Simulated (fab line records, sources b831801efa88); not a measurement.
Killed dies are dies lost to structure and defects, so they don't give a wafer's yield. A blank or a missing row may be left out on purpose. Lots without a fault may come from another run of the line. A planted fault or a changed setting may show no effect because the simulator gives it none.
fab line records | flow sky130
record lots=11 wafers=33 last_day=50
route steps=708 shown SONOS_ONO@181 POLY_GATE@229 LDD_N@254 PAD_OPEN@708
lots that met no fault: from a run of the same line without faults
start_h: hours from the record's first day to the start of the lot's first wafer shown | wait_h: hours since the lot's step before | " the same as in the row above | L1.1+2: a row that stands for several wafers | - no value, or no start given | * or withheld: withheld | < > ~ a bound
route shown NAME@n: a module of which the file shows steps, and the number in the route of the first | usual: mean/standard deviation of fault-free wafers | same: alike in all rows | chamber/n: place in a boat | sites: the reading at each site | _std_site: their standard deviation | _edge_site: outer sites' mean less inner sites' | radius_mm: how far each site lies from the wafer's centre | mask NAME#n: copy n | behind: the tool/chamber that last shaped the wafer | hold: why the lot was held/for how many hours/how that ended | device: the transistor (n, p or np) that didn't switch | end of line: the same wafers' tests at the end of the route | a step without rows: its recipe alone | killed: dies lost to structure and defects at the first sort, not the wafer's yield | map: a wafer's dies, x killed, . not, _ none there
set.NAME: the setting as run; set.NAME@STEP: as run at that earlier step | model.NAME: the simulator's own value behind a step, which no gauge read
steps of the route over a sample of lots; a table a step, a row a wafer
services: from which hour (start_h, from the record's first day; less than 0 if before it) a tool's chamber was out of use, for how many hours, and why
## steps
# step SKY_SONOS_ONO_CD_MEAS_13
# recipe target_cd_nm=410
# usual cd_nm=408.8/2.5
# columns lot.wafer tool chamber start_h wait_h cd_nm
L578.1 cd_sem-01 - 279.63 0.1 407.8
L578.3 " - " " 407.8
L578.4 " - " " 407.1
L579.4 cd_sem-01 - 279.87 0.1 403.2
L579.5 " - " " 403.5
L579.6 " - " " 404.5
L583.3 cd_sem-02 - 322.67 0.1 408.5
L583.4 " - " " 405.6
L583.6 " - " " 406.7
L584.1 cd_sem-01 - 329.06 0.1 406.2
L584.3 " - " " 408.7
L584.6 " - " " 407.1
L585.3 cd_sem-02 - 339.30 0.1 407.6
L585.4 " - " " 408.5
L585.6 " - " " 407.7
L588.2 cd_sem-01 - 365.61 0.1 408.0
L588.5 " - " " 406.9
L588.6 " - " " 408.5
L589.1 cd_sem-01 - 367.26 0.1 410.9
L589.4 " - " " 410.5
L589.6 " - " " 408.0
L591.3 cd_sem-02 - 393.61 0.1 408.7
L591.4 " - " " 409.0
L591.6 " - " " 408.8
L597.2 cd_sem-02 - 436.48 0.1 410.8
L597.4 " - " " 409.9
L597.6 " - " " 411.4
L598.1 cd_sem-01 - 447.39 0.1 408.0
L598.4 " - " " 406.7
L598.6 " - " " 408.7
L601.2 cd_sem-01 - 471.63 0.1 408.8
L601.4 " - " " 407.9
L601.5 " - " " 408.1
# step SKY_SONOS_ONO_OVL_MEAS_14
# usual SONOS_ONO_OVL=-1.0/1.4
# columns lot.wafer tool chamber start_h wait_h SONOS_ONO_OVL[nm]
L578.1 overlay-02 - 279.75 0.1 -1.6
L578.3 " - " " 0.6
L578.4 " - " " -1.7
L579.4 overlay-02 - 279.95 0.1 -5.0
L579.5 " - " " -3.7
L579.6 " - " " -2.6
L583.3 overlay-02 - 322.76 0.1 -0.5
L583.4 " - " " -0.5
L583.6 " - " " -0.4
L584.1 overlay-02 - 329.18 0.1 0.7
L584.3 " - " " -1.5
L584.6 " - " " -2.1
L585.3 overlay-02 - 339.39 0.1 0.0
L585.4 " - " " -1.5
L585.6 " - " " -1.9
L588.2 overlay-01 - 365.72 0.1 -0.3
L588.5 " - " " -2.3
L588.6 " - " " -1.0
L589.1 overlay-01 - 367.38 0.1 -2.4
L589.4 " - " " 0.6
L589.6 " - " " -0.5
L591.3 overlay-02 - 393.71 0.1 -2.4
L591.4 " - " " -2.4
L591.6 " - " " -2.4
L597.2 overlay-01 - 436.59 0.1 -2.0
L597.4 " - " " 2.0
L597.6 " - " " -0.7
L598.1 overlay-02 - 447.51 0.1 -0.8
L598.4 " - " " -1.6
L598.6 " - " " 1.5
L601.2 overlay-01 - 471.74 0.1 0.0
L601.4 " - " " -1.2
L601.5 " - " " 0.7
# step SKY_POLY_GATE_ETCH_15
# recipe chemistry=N2/H2 target=BARC ion_energy_ev=200 source_w=500 bias_w=100 pressure_mtorr=30 n2_flow_sccm=100 h2_flow_sccm=200 stop_on=SiO2 time_s=118.5 target_depth_a=1100
# usual drypump_motor_current_A=5.7/0.55 oes_product_au=0.716/0.0049 throttle_valve_pct=13.213/0.0086
# columns lot.wafer tool chamber start_h wait_h drypump_motor_current_A oes_product_au rf_hours_counter_h throttle_valve_pct
L578.1 rie_diel-02 1 370.63 0.0 6.7 0.715 2 13.211
L578.3 " 3 " " 6.0 0.723 6 13.202
L578.4 " 0 " " 5.5 0.721 5 13.210
L579.4 rie_diel-03 3 371.68 0.0 5.9 0.719 55 13.221
L579.5 " 1 " " 6.5 0.707 - 13.210
L579.6 " 2 " " 5.4 0.717 - 13.206
L583.3 rie_diel-04 0 415.98 0.0 5.5 0.710 111 13.202
L583.4 " 0 " " 5.5 0.714 - 13.197
L583.6 " 3 " " 5.1 0.712 - 13.191
L584.1 rie_diel-04 3 422.38 0.0 5.1 0.722 59 13.213
L584.3 " 1 " " 5.9 0.716 0 13.204
L584.6 " 2 " " 4.9 0.721 - 13.227
L585.3 rie_diel-04 2 436.98 0.0 4.9 0.713 7 13.215
L585.4 " 3 " " 5.1 0.714 60 13.209
L585.6 " 2 " " 4.9 0.720 - 13.228
L588.2 rie_diel-03 1 465.47 0.0 6.5 0.722 93 13.219
L588.5 " 3 " " 5.9 0.706 - 13.211
L588.6 " 2 " " 5.4 0.729 - 13.215
L589.1 rie_diel-02 0 466.02 0.0 5.4 0.721 6 13.214
L589.4 " 1 " " 6.7 0.720 4 13.206
L589.6 " 2 " " 5.9 0.717 - 13.207
L591.3 rie_diel-03 1 492.78 0.0 6.5 0.709 93 13.224
L591.4 " 3 " " 5.9 0.712 58 13.202
L591.6 " 0 " " 5.1 0.719 - 13.218
L597.2 rie_diel-02 0 536.33 0.0 5.5 0.717 8 13.207
L597.4 " 1 " " 6.7 0.713 6 13.227
L597.6 " 3 " " 6.0 0.719 - 13.210
L598.1 rie_diel-03 0 545.23 0.0 5.0 0.709 42 13.213
L598.4 " 2 " " 5.4 0.710 0 13.225
L598.6 " 3 " " 5.9 0.716 - 13.219
L601.2 rie_diel-03 2 584.87 0.0 5.4 0.715 1 13.202
L601.4 " 2 " " 5.4 0.718 - 13.202
L601.5 " 0 " " 5.0 0.714 - 13.211
# step SKY_POLY_GATE_STRIP_18
# recipe chemistry=O2/N2 power_w=1400 pressure_mtorr=1500 platen_temp_c=withheld o2_flow_sccm=3000 n2_flow_sccm=300 overash_fraction=0.5
# usual drypump_motor_current_A=5.9/0.41 oes_product_au=0.360/0.0051 strip_time_to_endpoint_s=3.154/0.027
# columns lot.wafer tool chamber start_h wait_h drypump_motor_current_A oes_product_au rf_hours_counter_h strip_time_to_endpoint_s
L578.1 plasma_asher-03 1 370.87 0.0 5.7 0.358 50 3.131
L578.3 " 1 " " 5.7 0.361 - 3.172
L578.4 " 0 " " 5.7 0.369 - 3.167
L579.4 plasma_asher-01 1 371.95 0.1 6.0 0.364 - 3.169
L579.5 " 1 " " 6.0 0.358 - 3.139
L579.6 " 0 " " 6.5 0.356 - 3.122
L583.3 plasma_asher-01 1 416.25 0.1 6.0 0.368 - 3.119
L583.4 " 0 " " 6.5 0.366 - 3.142
L583.6 " 1 " " 6.0 0.365 - 3.132
L584.1 plasma_asher-03 1 422.62 0.0 5.7 0.351 55 3.100
L584.3 " 1 " " 5.7 0.365 - 3.180
L584.6 " 1 " " 5.7 0.360 - 3.155
L585.3 plasma_asher-03 1 437.25 0.1 5.7 0.356 - 3.165
L585.4 " 0 " " 5.7 0.360 - 3.167
L585.6 " 1 " " 5.7 0.362 - 3.174
L588.2 plasma_asher-01 0 465.71 0.0 6.5 0.366 4 3.136
L588.5 " 0 " " 6.5 0.355 - 3.178
L588.6 " 1 " " 6.0 0.360 - 3.118
L589.1 plasma_asher-03 1 466.25 0.0 5.7 0.367 59 3.151
L589.4 " 1 " " 5.7 0.373 - 3.131
L589.6 " 0 " " 5.7 0.364 - 3.243
L591.3 plasma_asher-02 1 493.05 0.1 6.1 0.365 - 3.199
L591.4 " 0 " " 5.2 0.364 - 3.231
L591.6 " 0 " " 5.2 0.356 - 3.188
L597.2 plasma_asher-03 0 536.57 0.0 5.6 0.337 66 2.619
L597.4 " 1 " " 5.7 0.356 - 3.095
L597.6 " 1 " " 5.7 0.366 - 3.131
L598.1 plasma_asher-03 0 545.47 0.0 5.7 0.360 67 3.113
L598.4 " 1 " " 5.7 0.361 - 3.154
L598.6 " 1 " " 5.7 0.358 - 3.156
L601.2 plasma_asher-01 1 585.10 0.0 6.0 0.374 13 3.189
L601.4 " 1 " " 6.0 0.355 - 3.153
L601.5 " 0 " " 6.5 0.366 - 3.163
# step SKY_POLY_GATE_CD_MEAS_22
# usual cd_nm=150.1/1.6
# columns lot.wafer tool chamber start_h wait_h hold cd_nm
L578.1 cd_sem-01 - 374.79 0.1 - 151.1
L578.3 " - " " - 152.2
L578.4 " - " " - 153.0
L579.4 cd_sem-02 - 374.87 0.1 - 149.8
L579.5 " - " " - 149.5
L579.6 " - " " - 149.6
L583.3 cd_sem-02 - 419.39 0.1 - 150.1
L583.4 " - " " - 151.3
L583.6 " - " " - 150.3
L584.1 cd_sem-01 - 424.77 0.1 - 151.0
L584.3 " - " " - 150.2
L584.6 " - " " - 149.5
L585.3 cd_sem-01 - 440.74 0.1 - 147.4
L585.4 " - " " - 151.2
L585.6 " - " " - 150.2
L589.1 cd_sem-02 - 468.92 0.1 - 150.6
L589.4 " - " " - 147.8
L589.6 " - " " - 149.4
L588.2 cd_sem-01 - 468.96 0.1 - 149.7
L588.5 " - " " - 148.1
L588.6 " - " " - 148.4
L591.3 cd_sem-01 - 494.53 0.1 - 150.7
L591.4 " - " " - 152.0
L591.6 " - " " - 151.1
L597.2 cd_sem-02 - 538.05 0.1 await_dispo/0.2h/release 139.3
L597.4 " - " " await_dispo/0.2h/release 149.6
L597.6 " - " " await_dispo/0.2h/release 149.6
L597.2 cd_sem-02 - 538.62 0.5 - 139.5
L597.4 " - " " - 150.4
L597.6 " - " " - 149.7
L598.1 cd_sem-02 - 546.93 0.1 - 153.7
L598.4 " - " " - 152.7
L598.6 " - " " - 152.4
L601.2 cd_sem-01 - 588.42 0.1 - 148.6
L601.4 " - " " - 149.6
L601.5 " - " " - 150.2
# step SKY_LDD_N_TW_MEAS_17
# usual LDD_N_TW=2594/16
# columns lot.wafer tool chamber start_h wait_h LDD_N_TW
L578.1 film_metro-03 - 404.11 0.1 2594
L578.3 " - " " 2596
L578.4 " - " " 2595
L579.4 film_metro-02 - 404.61 0.1 2573
L579.5 " - " " 2587
L579.6 " - " " 2578
L583.3 film_metro-03 - 451.13 0.1 2588
L583.4 " - " " 2594
L583.6 " - " " 2584
L584.1 film_metro-03 - 455.93 0.1 2587
L584.3 " - " " 2586
L584.6 " - " " 2577
L585.3 film_metro-02 - 471.95 0.1 2571
L585.4 " - " " 2565
L585.6 " - " " 2567
L589.1 film_metro-02 - 500.50 0.1 2569
L589.4 " - " " 2575
L589.6 " - " " 2558
L588.2 film_metro-01 - 500.81 0.1 2599
L588.5 " - " " 2620
L588.6 " - " " 2609
L591.3 film_metro-01 - 526.18 0.1 2617
L591.4 " - " " 2614
L591.6 " - " " 2630
L597.2 film_metro-02 - 567.07 0.1 2570
L597.4 " - " " 2586
L597.6 " - " " 2574
L598.1 film_metro-03 - 577.48 0.1 2591
L598.4 " - " " 2604
L598.6 " - " " 2590
L601.2 film_metro-01 - 619.51 0.1 2618
L601.4 " - " " 2619
L601.5 " - " " 2589
# step SKY_PAD_OPEN_PROBE_99
# usual killed_at_M0_to_M3=44/7.5 killed_at_M4_up=3.1/1.7 killed_at_contacts=24/6.2 killed_at_front_end=15/4.2 killed_at_other=0.4/0.58 killed_dies=85/10 killed_on_rim=17/4 killed_open=47/7.7 killed_short=38/6.4
# same gross_dies=492 killed_at_back_side=0
# columns lot.wafer tool chamber start_h wait_h hold killed_at_M0_to_M3 killed_at_M4_up killed_at_contacts killed_at_front_end killed_at_other killed_dies killed_on_rim killed_open killed_short
L578.1 prober-01 - 1072.99 0.1 - 40 3 17 22 0 82 20 37 44
L578.3 prober-01 - 1073.09 0.2 - 36 5 21 15 0 77 13 46 29
L578.4 prober-01 - 1073.14 0.2 - 39 7 18 18 0 82 23 46 35
L579.4 prober-02 - 1073.61 0.2 - 52 5 20 6 0 83 14 59 24
L579.5 prober-02 - 1073.66 0.2 - 37 3 16 15 0 71 14 42 29
L579.6 prober-02 - 1073.71 0.2 - 47 2 33 12 0 94 16 60 34
L583.3 prober-02 - 1103.72 0.2 - 31 5 21 21 2 80 16 43 37
L583.4 prober-02 - 1103.77 0.2 - 56 3 32 7 0 98 17 62 36
L583.6 prober-02 - 1103.87 0.2 - 49 4 23 13 1 90 21 50 40
L584.1 prober-01 - 1108.23 0.1 - 29 5 30 18 0 82 14 46 36
L584.3 prober-01 - 1108.33 0.2 - 30 3 20 13 0 66 11 38 28
L584.6 prober-01 - 1108.48 0.2 - 26 4 22 23 3 78 12 43 32
L585.3 prober-01 - 1123.58 0.2 - 41 2 17 16 0 76 14 37 37
L585.4 prober-01 - 1123.63 0.2 - 46 4 18 23 0 91 19 51 39
L585.6 prober-01 - 1123.73 0.2 - 42 4 20 25 1 92 16 50 42
L589.1 prober-01 - 1137.83 0.1 - 37 0 41 9 0 87 22 56 31
L589.4 prober-01 - 1137.98 0.2 - 49 3 29 15 1 97 16 57 37
L589.6 prober-01 - 1138.08 0.2 - 38 3 32 15 0 88 19 57 31
L588.2 prober-02 - 1139.56 0.1 - 51 4 22 17 1 95 24 51 43
L588.5 prober-02 - 1139.71 0.2 - 42 1 26 19 0 88 12 52 36
L588.6 prober-02 - 1139.76 0.2 - 33 3 29 13 1 79 20 48 31
L591.3 prober-02 - 1154.23 0.2 - 40 1 29 16 1 87 16 54 32
L591.4 prober-02 - 1154.28 0.2 - 39 3 18 17 1 78 21 40 36
L591.6 prober-02 - 1154.38 0.2 - 49 1 36 11 0 97 20 56 41
L597.2 prober-02 - 1178.13 0.1 await_dispo/13.9h/release 40 4 22 426 0 492 96 44 37
L597.4 prober-02 - 1178.23 0.2 await_dispo/13.9h/release 46 2 21 15 0 84 14 45 39
L597.6 prober-02 - 1178.33 0.2 await_dispo/13.9h/release 41 1 24 16 0 82 14 43 38
L598.1 prober-01 - 1183.29 0.1 - 41 3 18 15 0 77 11 45 32
L598.4 prober-01 - 1183.44 0.2 - 38 3 19 14 0 74 12 39 34
L598.6 prober-01 - 1183.54 0.2 - 44 2 25 16 0 87 19 46 41
L601.2 prober-01 - 1208.04 0.1 - 36 1 19 14 0 70 19 45 25
L601.4 prober-01 - 1208.14 0.2 - 47 2 19 12 2 82 24 44 38
L601.5 prober-01 - 1208.19 0.2 - 57 4 25 12 0 98 26 57 41
# killed by level:class
L578.1 CONTACT:geometric_particle:open=8 VIA2:geometric_particle:open=8 METAL1:geometric_particle:short=7 VIA2:geometric_particle:short=6 VIA3:geometric_particle:open=6 FIELD_ISO:geometric_particle:open=5 FIELD_ISO:geometric_particle:short=5 POLY_GATE:geometric_particle:short=5
L578.3 VIA1:geometric_particle:open=8 VIA2:geometric_particle:open=7 CONTACT:geometric_particle:open=6 VIA3:geometric_particle:open=6 POLY_GATE:geometric_particle:open=5 CONTACT:geometric_particle:short=5 METAL1:geometric_particle:short=5 FIELD_ISO:geometric_particle:short=4
L578.4 VIA1:geometric_particle:open=12 LI_CONTACT:geometric_particle:open=6 VIA2:geometric_particle:open=6 VIA3:geometric_particle:short=6 VIA3:geometric_particle:open=6 METAL4:geometric_particle:short=6 FIELD_ISO:geometric_particle:short=5 CONTACT:geometric_particle:open=4
L579.4 VIA2:geometric_particle:open=13 VIA1:geometric_particle:open=11 VIA3:geometric_particle:open=10 LI_CONTACT:geometric_particle:open=7 CONTACT:geometric_particle:open=7 METAL1:geometric_particle:short=4 CONTACT:geometric_particle:short=3 METAL1:geometric_particle:open=3
L579.5 VIA1:geometric_particle:open=14 VIA3:geometric_particle:open=9 CONTACT:geometric_particle:open=6 FIELD_ISO:geometric_particle:short=5 LI_CONTACT:geometric_particle:open=4 POLY_GATE:geometric_particle:short=4 VIA2:geometric_particle:open=4 METAL1:geometric_particle:short=3
L579.6 VIA1:geometric_particle:open=12 CONTACT:geometric_particle:open=11 LI_CONTACT:geometric_particle:open=9 VIA3:geometric_particle:open=8 FIELD_ISO:geometric_particle:open=7 VIA2:geometric_particle:open=6 LOCAL_INTERCONNECT:geometric_particle:short=5 METAL2:geometric_particle:short=5
L583.3 VIA1:geometric_particle:open=11 FIELD_ISO:geometric_particle:open=7 CONTACT:geometric_particle:open=7 VIA3:geometric_particle:open=6 FIELD_ISO:geometric_particle:short=5 LOCAL_INTERCONNECT:geometric_particle:short=5 METAL4:geometric_particle:short=5 POLY_GATE:geometric_particle:short=4
L583.4 VIA1:geometric_particle:open=13 CONTACT:geometric_particle:open=13 VIA3:geometric_particle:open=11 LI_CONTACT:geometric_particle:open=8 VIA2:geometric_particle:open=7 VIA2:geometric_particle:short=6 CONTACT:geometric_particle:short=6 VIA3:geometric_particle:short=5
L583.6 VIA1:geometric_particle:open=13 METAL1:geometric_particle:short=10 CONTACT:geometric_particle:open=9 POLY_GATE:geometric_particle:open=5 VIA3:geometric_particle:open=5 FIELD_ISO:geometric_particle:open=4 VIA2:geometric_particle:open=4 LI_CONTACT:geometric_particle:open=4
L584.1 VIA1:geometric_particle:open=13 CONTACT:geometric_particle:open=8 LOCAL_INTERCONNECT:geometric_particle:short=7 FIELD_ISO:geometric_particle:short=6 FIELD_ISO:geometric_particle:open=6 CONTACT:geometric_particle:short=5 METAL4:geometric_particle:short=5 LOCAL_INTERCONNECT:geometric_particle:open=4
L584.3 VIA1:geometric_particle:open=11 CONTACT:geometric_particle:short=7 FIELD_ISO:geometric_particle:open=5 CONTACT:geometric_particle:open=5 METAL1:geometric_particle:short=5 LI_CONTACT:geometric_particle:open=4 VIA3:geometric_particle:open=4 POLY_GATE:geometric_particle:open=3
L584.6 CONTACT:geometric_particle:open=10 VIA2:geometric_particle:open=7 POLY_GATE:geometric_particle:short=6 LI_CONTACT:geometric_particle:open=6 FIELD_ISO:geometric_particle:short=5 POLY_GATE:geometric_particle:open=4 VIA1:geometric_particle:open=4 METAL4:geometric_particle:short=3
L585.3 METAL2:geometric_particle:short=9 VIA1:geometric_particle:open=8 POLY_GATE:geometric_particle:open=5 METAL1:geometric_particle:short=5 VIA2:geometric_particle:open=5 VIA3:geometric_particle:open=5 LOCAL_INTERCONNECT:geometric_particle:short=4 LI_CONTACT:geometric_particle:open=4
L585.4 VIA1:geometric_particle:open=13 VIA3:geometric_particle:open=7 LI_CONTACT:geometric_particle:open=6 VIA2:geometric_particle:open=6 POLY_GATE:geometric_particle:short=5 POLY_GATE:geometric_particle:open=5 CONTACT:geometric_particle:open=5 METAL1:geometric_particle:short=5
L585.6 VIA3:geometric_particle:open=10 VIA2:geometric_particle:open=9 FIELD_ISO:geometric_particle:open=6 POLY_GATE:geometric_particle:open=5 METAL1:geometric_particle:short=5 LI_CONTACT:geometric_particle:open=5 CONTACT:geometric_particle:short=5 POLY_GATE:geometric_particle:short=4
L589.1 CONTACT:geometric_particle:open=18 VIA1:geometric_particle:open=12 CONTACT:geometric_particle:short=8 LI_CONTACT:geometric_particle:open=8 VIA2:geometric_particle:open=6 LI_CONTACT:geometric_particle:short=5 VIA1:geometric_particle:short=5 FIELD_ISO:geometric_particle:open=3
L589.4 VIA1:geometric_particle:open=18 CONTACT:geometric_particle:open=8 LI_CONTACT:geometric_particle:open=6 CONTACT:geometric_particle:short=6 VIA3:geometric_particle:open=6 METAL1:geometric_particle:short=5 METAL2:geometric_particle:short=5 VIA2:geometric_particle:open=5
L589.6 LI_CONTACT:geometric_particle:open=11 CONTACT:geometric_particle:open=11 VIA2:geometric_particle:open=9 VIA3:geometric_particle:open=9 VIA1:geometric_particle:open=6 FIELD_ISO:geometric_particle:short=5 LI_CONTACT:geometric_particle:short=5 FIELD_ISO:geometric_particle:open=3
L588.2 VIA1:geometric_particle:open=15 VIA3:geometric_particle:open=7 POLY_GATE:geometric_particle:short=7 LI_CONTACT:geometric_particle:open=7 CONTACT:geometric_particle:open=7 VIA1:geometric_particle:short=7 METAL1:geometric_particle:short=7 VIA2:geometric_particle:open=5
L588.5 CONTACT:geometric_particle:open=12 VIA1:geometric_particle:open=9 POLY_GATE:geometric_particle:short=6 LI_CONTACT:geometric_particle:open=6 VIA1:geometric_particle:short=6 VIA2:geometric_particle:open=6 METAL3:geometric_particle:short=5 FIELD_ISO:geometric_particle:open=5
L588.6 CONTACT:geometric_particle:open=12 VIA1:geometric_particle:open=8 LI_CONTACT:geometric_particle:open=5 CONTACT:geometric_particle:short=5 VIA3:geometric_particle:open=5 LOCAL_INTERCONNECT:geometric_particle:short=4 FIELD_ISO:geometric_particle:open=3 POLY_GATE:geometric_particle:short=3
L591.3 CONTACT:geometric_particle:open=14 VIA1:geometric_particle:open=13 VIA3:geometric_particle:open=8 CONTACT:geometric_particle:short=6 METAL2:geometric_particle:short=6 POLY_GATE:geometric_particle:open=5 SPACER:geometric_particle:open=4 LI_CONTACT:geometric_particle:open=4
L591.4 FIELD_ISO:geometric_particle:open=7 METAL1:geometric_particle:short=7 VIA1:geometric_particle:short=7 CONTACT:geometric_particle:open=6 VIA3:geometric_particle:open=6 CONTACT:geometric_particle:short=5 VIA1:geometric_particle:open=5 VIA2:geometric_particle:open=4
L591.6 CONTACT:geometric_particle:open=15 VIA1:geometric_particle:open=14 VIA1:geometric_particle:short=8 LOCAL_INTERCONNECT:geometric_particle:short=7 VIA3:geometric_particle:open=7 CONTACT:geometric_particle:short=5 LI_CONTACT:geometric_particle:short=4 METAL3:geometric_particle:short=4
L597.2 POLY_GATE:area_etch=409 VIA1:geometric_particle:open=10 LI_CONTACT:geometric_particle:open=9 FIELD_ISO:geometric_particle:short=7 VIA2:geometric_particle:open=7 CONTACT:geometric_particle:open=5 CONTACT:geometric_particle:short=5 METAL1:geometric_particle:short=5
L597.4 VIA1:geometric_particle:open=9 LI_CONTACT:geometric_particle:open=8 METAL2:geometric_particle:short=8 VIA2:geometric_particle:open=8 VIA3:geometric_particle:short=6 POLY_GATE:geometric_particle:open=5 CONTACT:geometric_particle:open=5 VIA3:geometric_particle:open=5
L597.6 LI_CONTACT:geometric_particle:open=11 METAL2:geometric_particle:short=7 VIA2:geometric_particle:open=7 FIELD_ISO:geometric_particle:short=6 VIA1:geometric_particle:open=6 FIELD_ISO:geometric_particle:open=4 CONTACT:geometric_particle:open=4 VIA1:geometric_particle:short=4
L598.1 VIA1:geometric_particle:open=8 LI_CONTACT:geometric_particle:open=7 VIA3:geometric_particle:open=7 FIELD_ISO:geometric_particle:short=6 POLY_GATE:geometric_particle:open=4 LOCAL_INTERCONNECT:geometric_particle:short=4 CONTACT:geometric_particle:open=4 VIA2:geometric_particle:open=4
L598.4 VIA1:geometric_particle:open=9 CONTACT:geometric_particle:open=8 LI_CONTACT:geometric_particle:open=5 METAL1:geometric_particle:short=5 VIA1:geometric_particle:short=5 VIA2:geometric_particle:open=5 CONTACT:geometric_particle:short=4 METAL2:geometric_particle:short=4
L598.6 CONTACT:geometric_particle:open=10 VIA1:geometric_particle:open=9 VIA3:geometric_particle:open=7 CONTACT:geometric_particle:short=6 VIA1:geometric_particle:short=6 FIELD_ISO:geometric_particle:short=5 METAL2:geometric_particle:short=5 POLY_GATE:geometric_particle:open=4
L601.2 CONTACT:geometric_particle:open=8 VIA1:geometric_particle:open=8 VIA3:geometric_particle:open=7 VIA2:geometric_particle:open=7 FIELD_ISO:geometric_particle:open=5 POLY_GATE:geometric_particle:open=4 CONTACT:geometric_particle:short=4 VIA1:geometric_particle:short=4
L601.4 VIA2:geometric_particle:open=10 CONTACT:geometric_particle:open=8 VIA1:geometric_particle:open=8 LI_CONTACT:geometric_particle:open=6 METAL2:geometric_particle:short=6 VIA1:geometric_particle:short=5 VIA3:geometric_particle:open=5 METAL1:geometric_particle:short=4
L601.5 VIA1:geometric_particle:open=19 METAL1:geometric_particle:short=8 LI_CONTACT:geometric_particle:open=7 CONTACT:geometric_particle:open=7 VIA3:geometric_particle:open=7 CONTACT:geometric_particle:short=6 VIA2:geometric_particle:open=6 POLY_GATE:geometric_particle:short=5
## services
# columns tool chamber start_h hours kind
rie_diel-04 2 356.78 43.3 repair
rie_diel-02 3 365.76 1.8 repair
plasma_asher-03 - 384.59 0.4 repair
rie_diel-04 1 400.05 - clean
rie_diel-04 1 400.05 17.7 scheduled_down
plasma_asher-01 - 421.25 9.0 pm
plasma_asher-01 0 421.25 9.0 vent_cycle
plasma_asher-01 1 421.25 9.0 vent_cycle
plasma_asher-01 0 430.25 - clean
plasma_asher-01 1 430.25 - clean
rie_diel-04 - 453.11 14.6 pm
plasma_asher-03 - 474.05 2.6 repair
rie_diel-03 1 493.02 - clean
rie_diel-03 1 493.02 16.1 scheduled_down
rie_diel-03 1 493.02 16.1 vent_cycle
rie_diel-03 0 500.90 9.4 repair
rie_diel-03 2 510.27 - clean
rie_diel-03 2 510.27 17.7 scheduled_down
rie_diel-03 2 510.27 17.7 vent_cycle
plasma_asher-01 - 519.50 24.5 repair
rie_diel-04 - 527.17 4.3 pm
plasma_asher-01 - 543.53 1.4 repair
rie_diel-03 1 548.08 43.1 repair
plasma_asher-02 - 559.36 14.6 pm
## key
first_sign step=SKY_POLY_GATE_STRIP_18 reading=strip_time_to_endpoint_s direction=down sigmas=20 usual=* struck=*
effect step=SKY_POLY_GATE_STRIP_18 reading=oes_product_au direction=down sigmas=4.5 usual=0.360 struck=0.337
effect step=SKY_POLY_GATE_CD_MEAS_22 reading=visit direction=added
effect step=SKY_POLY_GATE_CD_MEAS_22 reading=cd_nm direction=down sigmas=6.8 usual=150.1 struck=139.3
effect step=SKY_PAD_OPEN_PROBE_99 reading=killed_at_front_end direction=up sigmas=98 usual=15 struck=426
more_kills_born_at SKY_POLY_GATE_ETCH_15@rie_diel-02=409
met_at SKY_POLY_GATE_ETCH_15
struck_lots L597
struck_wafers L597.2
later_rows_left_out L597.2
tester_left_out L597
not_acting_at SKY_SONOS_ONO_CD_MEAS_13,SKY_SONOS_ONO_OVL_MEAS_14,SKY_LDD_N_TW_MEAS_17
onset_between 466.02 536.33
fault kind=process_parameter_drift tool=rie_diel-02 chamber=0 onset_h=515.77 steps=SKY_POLY_GATE_ETCH_15 channel=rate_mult offset=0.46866 shape=step end_h=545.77
# tester_left_out: of these lots the tester's yield and bins aren't shown, on N5 and GAA mostly nor the transistor test; their killed dies are dies lost to structure and defects alone, not to doping, threshold or leakage, so they don't give the yield
# later_rows_left_out: the simulator's readings of these wafers behind a module that went badly wrong aren't trusted and aren't shown, but for the sort
